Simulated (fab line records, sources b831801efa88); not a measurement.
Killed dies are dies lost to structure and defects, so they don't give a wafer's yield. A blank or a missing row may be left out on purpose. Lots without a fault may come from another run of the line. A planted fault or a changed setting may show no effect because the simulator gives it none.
Problem report in the 8D (eight disciplines) form, filled by code | flow gf180mcu | the parts of the form that need people (team, actions taken, sign-off) are left out

1. THE PROBLEM
V1_W_RS at GF_V1_RS_MEAS_24 reads a mean of 0.560 ohm/sq on 1 wafer of 1 lot; wafers without a fault read 0.329 ohm/sq with a standard deviation of 0.0031. That is +75 standard deviations from the usual mean.
The step: measures by four-point-probe.
First seen on wafer L590.5, day 23 05:37, on film_metro-03. The record holds 32 wafers of 11 lots with a number at this step. Rule for "out", or "out of limits": more than 4 standard deviations from the usual mean. The other wafers with a number count as sound.

2. WHAT IT IS AND WHAT IT IS NOT
question                    | is                | is not
which readings at this step | V1_W_RS           | -
which lots                  | L590              | L577, L579, L580, L582, L583, L584, L585, L596, L599, L600
which wafers of those lots  | L590.5            | L590.2
read on which gauges        | film_metro-03     | film_metro-02, film_metro-04
when                        | from day 23 05:37 | up to then (22 sound wafers); but 9 sound wafers of L596, L599, L600 came after

3. SUSPECTS, AND WHAT RULES EACH OUT
Counting: a tool at a process step up to the reading stays a suspect if it ran every lot that is out. Sound lots after the first of them don't rule it out here, since some wafers of a struck lot are sound.
- the gauge at GF_V1_RS_MEAS_24: ruled out. All the wafers that are out were read on film_metro-03, but those of them that GF_V1_CMP_26 has rows for are out there too, on other tools.
- rtp_anneal-02 at GF_SALICIDE_RTA_08 (time 30 s): kept. It ran the lot that is out, L590 (day 20 01:47); its last sound lot up to then is L585 (day 17 22:52).
- cvd_w-02 at GF_V1_CVD_23 (deposits W, target thk 350 nm, time 105.05 s): kept. It ran the lot that is out, L590 (day 23 05:29); its last sound lot up to then is L584 (day 20 23:15).
Left after counting: rtp_anneal-02 at GF_SALICIDE_RTA_08, cvd_w-02 at GF_V1_CVD_23.

4. THE CAUSE (what the simulator had put in)
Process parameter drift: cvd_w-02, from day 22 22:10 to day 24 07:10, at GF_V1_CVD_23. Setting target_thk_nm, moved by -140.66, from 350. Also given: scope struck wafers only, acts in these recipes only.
Counting left 2 suspects, and this tool is among them.

5. THE CHAIN OF EFFECTS, in route order
Each row: a reading whose mean over the struck wafers that have a number lies more than 3 standard deviations from the usual. Only readings for which the record gives a usual standard deviation are gone through. hours: the time from each lot's start at the first step in this table that gives one to its start at this step, as a median over the lots. sigmas: the change in usual standard deviations.
hours | step              | reading            | usual        | on struck wafers | change | sigmas
0     | GF_V1_RS_MEAS_24  | V1_W_RS            | 0.329 ohm/sq | 0.560            | +0.231 | +75
0     | GF_V1_THK_MEAS_25 | V1_W_THK           | 354 nm       | 209              | -145   | -24
0     | GF_V1_CMP_26      | time_to_endpoint_s | 84 s         | 51               | -33    | -10
The process steps in it:
- GF_V1_CMP_26: polishes, stops on SiO2, t overpolish 15 s, target thk 0 nm.
Later measuring or inspecting steps at which every struck wafer that the step has a row for has a number for every such reading, and none has moved that far: GF_M2_OVL_MEAS_15.

6. WHAT WOULD HAVE CAUGHT IT SOONER
In this record the first reading out of limits at a measuring or inspecting step was taken at day 23 05:37, 7 hours after the fault began at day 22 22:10.
Of the tool readings at GF_V1_CVD_23 for which the record gives a usual standard deviation, none was out on any struck wafer, so an alarm limit of 4 standard deviations on them would not have fired.
All the lots that are out (1) had begun GF_V1_CVD_23 on cvd_w-02 by day 23 05:37. A hold on the tool at that time would have spared none of them.
